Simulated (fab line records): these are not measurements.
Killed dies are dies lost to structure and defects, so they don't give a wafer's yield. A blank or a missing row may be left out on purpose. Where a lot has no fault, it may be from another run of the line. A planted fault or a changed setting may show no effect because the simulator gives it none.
A single fault, viewed from 2 desks | flow sky130 | what lay behind the numbers comes last; until then each desk has only its own

== THE METROLOGY DESK ==
Means of the sampled wafers that have a number, per lot and without regard to the tool the lot ran on: this is what the gauges read. Any lot whose mean is over 4 standard deviations away from the usual mean is out of limits and marked OUT; that distance is given in the brackets.
Columns: A = CONTACT_W_RS at SKY_CONTACT_RS_MEAS_25, usual 0.339 ohm/sq; B = CONTACT_W_THK at SKY_CONTACT_THK_MEAS_26, usual 337 nm
lot  | first seen here | A                | B
L393 | day 32 03:46    | 0.337            | 336
L394 | day 32 10:58    | 0.336            | 338
L395 | day 33 00:10    | 0.336            | 343
L396 | day 33 09:21    | 0.340            | 342
L398 | day 33 18:48    | 0.341            | 336
L397 | day 33 18:50    | 0.416 (+14) OUT  | 293 (-6.5) OUT
L399 | day 34 03:49    | 0.345            | 327
L403 | day 35 12:14    | 0.382 (+7.7) OUT | 318
L406 | day 36 06:49    | 0.338            | 338
L407 | day 37 05:30    | 0.341            | 338
L408 | day 37 07:44    | 0.341            | 337
L409 | day 37 08:44    | 0.340            | 332
L410 | day 37 17:56    | 0.340            | 331
L412 | day 38 07:20    | 0.340            | 335
Per this desk, out of limits: L397, L403; the first was L397, day 33 18:50 (CONTACT_W_RS at SKY_CONTACT_RS_MEAS_25). Within limits: L393, L394, L395, L396, L398, L399, L406, L407, L408, L409, L410, L412.

== TOOL OWNER'S DESK, cvdW-01 ==
The tool's own readings at SKY_CONTACT_CVD_24 (deposits W, target thk 340 nm, time 102.12 s): means of the sampled wafers that have a number, for each lot that ran on this tool. Any lot whose mean is over 4 standard deviations away from the usual mean is out of limits and marked OUT; that distance is given in the brackets.
Columns: A = heaterPowerW at SKY_CONTACT_CVD_24, usual 810 W; B = susceptorTempC at SKY_CONTACT_CVD_24, usual 400.00 C
lot  | first seen here | A   | B
L393 | day 32 03:38    | 775 | 399.72
L394 | day 32 10:50    | 773 | 400.17
L395 | day 33 00:02    | 815 | 399.93
L397 | day 33 18:43    | 812 | 400.05
L403 | day 35 12:07    | 779 | 400.01
This desk found nothing out of limits on any of the 5 lots.

== ALL TOGETHER ==
An alarm was possible from the metrology desk at day 33 18:50, on L397, L403.
The desk of the tool owner found nothing out of limits.
Tool owner's desk: L397, L403 on record, inside its limits.
Every lot named ran SKY_CONTACT_CVD_24 on cvdW-01.

== WHAT THE SIMULATOR HAD INSERTED ==
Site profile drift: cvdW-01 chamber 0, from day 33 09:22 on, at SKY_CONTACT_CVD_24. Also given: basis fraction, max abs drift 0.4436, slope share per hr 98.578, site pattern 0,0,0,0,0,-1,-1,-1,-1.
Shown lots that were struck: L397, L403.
Delay in hours, fault start to first out-of-limits reading, per desk: metrology desk 9.
